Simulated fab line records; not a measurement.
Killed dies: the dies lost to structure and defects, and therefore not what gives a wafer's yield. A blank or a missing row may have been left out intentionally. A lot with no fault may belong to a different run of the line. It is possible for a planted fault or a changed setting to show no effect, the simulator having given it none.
Which of the tools did it? :: flow sfqLine :: Sampling: 15 lots, 45 wafers, 2 of 325 route steps

== WHAT THE GAUGES SHOWED, per wafer ==
The record lacks any reading of a measuring or inspecting step that a usual standard deviation could be used to judge.

== TOOL THAT RAN EACH LOT (tool first, then ch and the chambers of the sampled wafers, then the start) ==
lot: L150
SFQ_TRILAYER_L0_CAP_PECVD_011: pecvd-04 ch 0,1,2, day 4 02:40
SFQ_TRILAYER_L0_VIA_ETCH_VIA_ETCH_016: rieDiel-02 ch 0,3, day 7 12:33

lot: L153
SFQ_TRILAYER_L0_CAP_PECVD_011: pecvd-04 ch 1,2, day 4 23:04
SFQ_TRILAYER_L0_VIA_ETCH_VIA_ETCH_016: rieDiel-02 ch 0,1,3, day 8 18:33

lot: L154
SFQ_TRILAYER_L0_CAP_PECVD_011: pecvd-01 ch 1,2, day 5 03:53
SFQ_TRILAYER_L0_VIA_ETCH_VIA_ETCH_016: rieDiel-02 ch 1,2,3, day 9 04:15

lot: L155
SFQ_TRILAYER_L0_CAP_PECVD_011: pecvd-03 ch 0,2, day 5 08:41
SFQ_TRILAYER_L0_VIA_ETCH_VIA_ETCH_016: rieDiel-01 ch 0,1, day 9 06:52

lot: L159
SFQ_TRILAYER_L0_CAP_PECVD_011: pecvd-03 ch 0,1,2, day 6 13:26
SFQ_TRILAYER_L0_VIA_ETCH_VIA_ETCH_016: rieDiel-03 ch 0,1,3, day 10 17:10

lot: L160
SFQ_TRILAYER_L0_CAP_PECVD_011: pecvd-01 ch 1,2, day 6 21:50
SFQ_TRILAYER_L0_VIA_ETCH_VIA_ETCH_016: rieDiel-01 ch 2,3, day 11 03:56

lot: L161
SFQ_TRILAYER_L0_CAP_PECVD_011: pecvd-04 ch 0,2, day 7 03:38
SFQ_TRILAYER_L0_VIA_ETCH_VIA_ETCH_016: rieDiel-02 ch 0,1,2, day 11 11:08

lot: L162
SFQ_TRILAYER_L0_CAP_PECVD_011: pecvd-03 ch 0,1,2, day 7 11:09
SFQ_TRILAYER_L0_VIA_ETCH_VIA_ETCH_016: rieDiel-03 ch 0,2,3, day 11 19:32

lot: L163
SFQ_TRILAYER_L0_CAP_PECVD_011: pecvd-03 ch 0,1, day 7 19:21
SFQ_TRILAYER_L0_VIA_ETCH_VIA_ETCH_016: rieDiel-02 ch 0,2, day 12 01:32

lot: L164
SFQ_TRILAYER_L0_CAP_PECVD_011: pecvd-01 ch 0,2, day 8 02:33
SFQ_TRILAYER_L0_VIA_ETCH_VIA_ETCH_016: rieDiel-02 ch 1,2,3, day 12 10:04

lot: L169
SFQ_TRILAYER_L0_CAP_PECVD_011: pecvd-01 ch 0,1,2, day 9 09:51
SFQ_TRILAYER_L0_VIA_ETCH_VIA_ETCH_016: rieDiel-03 ch 0,2,3, day 13 20:31

lot: L170
SFQ_TRILAYER_L0_CAP_PECVD_011: pecvd-01 ch 0,1,2, day 9 13:27
SFQ_TRILAYER_L0_VIA_ETCH_VIA_ETCH_016: rieDiel-01 ch 1,2, day 14 06:10

lot: L171
SFQ_TRILAYER_L0_CAP_PECVD_011: pecvd-01 ch 0,1, day 9 18:15
SFQ_TRILAYER_L0_VIA_ETCH_VIA_ETCH_016: rieDiel-02 ch 1,2,3, day 14 10:58

lot: L172
SFQ_TRILAYER_L0_CAP_PECVD_011: pecvd-04 ch 0,1,2, day 10 01:27
SFQ_TRILAYER_L0_VIA_ETCH_VIA_ETCH_016: rieDiel-03 ch 0,1,3, day 14 20:16

lot: L173
SFQ_TRILAYER_L0_CAP_PECVD_011: pecvd-04 ch 0,2, day 10 08:10
SFQ_TRILAYER_L0_VIA_ETCH_VIA_ETCH_016: rieDiel-03 ch 0,1, day 15 03:28
- SFQ_TRILAYER_L0_CAP_PECVD_011: deposits SiO2 from SiH4/N2O, time 13.333 s, target thk 60 nm.
- SFQ_TRILAYER_L0_VIA_ETCH_VIA_ETCH_016: etches SiO2 in CHF3, stops on MoNx KI, target depth 80 nm.

== AS READ BY THE TOOLS THEMSELVES (means over the sampled wafers that have a number; for cases with no such wafer, the mark the record gives instead) ==
SFQ_TRILAYER_L0_CAP_PECVD_011.
lot: L150
tool: pecvd-04
heaterPowerW (W): 76
throttleValvePct (%): 26.6

lot: L153
tool: pecvd-04
heaterPowerW (W): 72
throttleValvePct (%): 27.3

lot: L154
tool: pecvd-01
heaterPowerW (W): 79
throttleValvePct (%): 23.5

lot: L155
tool: pecvd-03
heaterPowerW (W): 95
throttleValvePct (%): 24.6

lot: L159
tool: pecvd-03
heaterPowerW (W): 99
throttleValvePct (%): 24.1

lot: L160
tool: pecvd-01
heaterPowerW (W): 79
throttleValvePct (%): 23.8

lot: L161
tool: pecvd-04
heaterPowerW (W): 67
throttleValvePct (%): 25.6

lot: L162
tool: pecvd-03
heaterPowerW (W): 94
throttleValvePct (%): 24.3

lot: L163
tool: pecvd-03
heaterPowerW (W): 85
throttleValvePct (%): 24.0

lot: L164
tool: pecvd-01
heaterPowerW (W): 83
throttleValvePct (%): 24.3

lot: L169
tool: pecvd-01
heaterPowerW (W): 80
throttleValvePct (%): 23.8

lot: L170
tool: pecvd-01
heaterPowerW (W): 79
throttleValvePct (%): 23.9

lot: L171
tool: pecvd-01
heaterPowerW (W): 75
throttleValvePct (%): 23.8

lot: L172
tool: pecvd-04
heaterPowerW (W): 77
throttleValvePct (%): 26.6

lot: L173
tool: pecvd-04
heaterPowerW (W): 67
throttleValvePct (%): 25.3

SFQ_TRILAYER_L0_VIA_ETCH_VIA_ETCH_016.
lot: L150
tool: rieDiel-02
chamberPressureMTorr (mTorr): 29.964
drypumpMotorCurrentA (A): 5.9
oesProductAu (a.u.): 0.845

lot: L153
tool: rieDiel-02
chamberPressureMTorr (mTorr): 29.985
drypumpMotorCurrentA (A): 5.8
oesProductAu (a.u.): 0.838

lot: L154
tool: rieDiel-02
chamberPressureMTorr (mTorr): 29.994
drypumpMotorCurrentA (A): 5.8
oesProductAu (a.u.): 0.840

lot: L155
tool: rieDiel-01
chamberPressureMTorr (mTorr): 29.974
drypumpMotorCurrentA (A): 6.0
oesProductAu (a.u.): 0.852

lot: L159
tool: rieDiel-03
chamberPressureMTorr (mTorr): 29.999
drypumpMotorCurrentA (A): 5.2
oesProductAu (a.u.): 0.849

lot: L160
tool: rieDiel-01
chamberPressureMTorr (mTorr): 30.007
drypumpMotorCurrentA (A): 5.1
oesProductAu (a.u.): 0.840

lot: L161
tool: rieDiel-02
chamberPressureMTorr (mTorr): 30.002
drypumpMotorCurrentA (A): 5.7
oesProductAu (a.u.): 0.849

lot: L162
tool: rieDiel-03
chamberPressureMTorr (mTorr): 30.013
drypumpMotorCurrentA (A): 5.3
oesProductAu (a.u.): 0.848

lot: L163
tool: rieDiel-02
chamberPressureMTorr (mTorr): 29.985
drypumpMotorCurrentA (A): 5.9
oesProductAu (a.u.): 0.838

lot: L164
tool: rieDiel-02
chamberPressureMTorr (mTorr): 30.010
drypumpMotorCurrentA (A): 5.8
oesProductAu (a.u.): 0.839

lot: L169
tool: rieDiel-03
chamberPressureMTorr (mTorr): 30.039
drypumpMotorCurrentA (A): 5.3
oesProductAu (a.u.): 0.746

lot: L170
tool: rieDiel-01
chamberPressureMTorr (mTorr): 29.965
drypumpMotorCurrentA (A): 5.8
oesProductAu (a.u.): 0.793

lot: L171
tool: rieDiel-02
chamberPressureMTorr (mTorr): 30.017
drypumpMotorCurrentA (A): 5.8
oesProductAu (a.u.): 0.802

lot: L172
tool: rieDiel-03
chamberPressureMTorr (mTorr): 29.984
drypumpMotorCurrentA (A): 5.2
oesProductAu (a.u.): 0.831

lot: L173
tool: rieDiel-03
chamberPressureMTorr (mTorr): 29.990
drypumpMotorCurrentA (A): 5.0
oesProductAu (a.u.): 0.844

== THE ANSWER, worked out from the rows above alone ==
Rule: the lots themselves supply what counts as usual. Put in order of their means at a reading, lots are off if they are a third of the lots or fewer, leave a main group of 4 or more, and stand apart from it by a gap of 3 or more times the standard deviation of the main group's means; of several such gaps the widest counts. If all means in a main group match to the digits the tables above print for the reading, that group is not used. A lot without any number at a reading at which 4 lots or more have one is off too. Any other lot the step has rows for is counted as sound. First the gauges in route order, then the tools' own readings, where a lot's mean is used as printed above. At the first step where some lot is off, the reading lying furthest off is the one used; lots without a number count as furthest.
Off: L169, L170, L171, at SFQ_TRILAYER_L0_VIA_ETCH_VIA_ETCH_016 (oesProductAu). The main group has a mean of 0.843 a.u. with a standard deviation of 0.0058.
If a tool, at that step or one of the process steps before it, ran each lot that is off and ran no sound lot following the first of them, it fits. One fits: SFQ_TRILAYER_L0_CAP_PECVD_011 on pecvd-01. A fault onset in the window from L164 (day 8 02:33, its last sound lot) to L169 (day 9 09:51, its first lot off) fits.

== WHAT THE SIMULATOR PUT IN ==
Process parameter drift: pecvd-01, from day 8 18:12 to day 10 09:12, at SFQ_TRILAYER_L0_CAP_PECVD_011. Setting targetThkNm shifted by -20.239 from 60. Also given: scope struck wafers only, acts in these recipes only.
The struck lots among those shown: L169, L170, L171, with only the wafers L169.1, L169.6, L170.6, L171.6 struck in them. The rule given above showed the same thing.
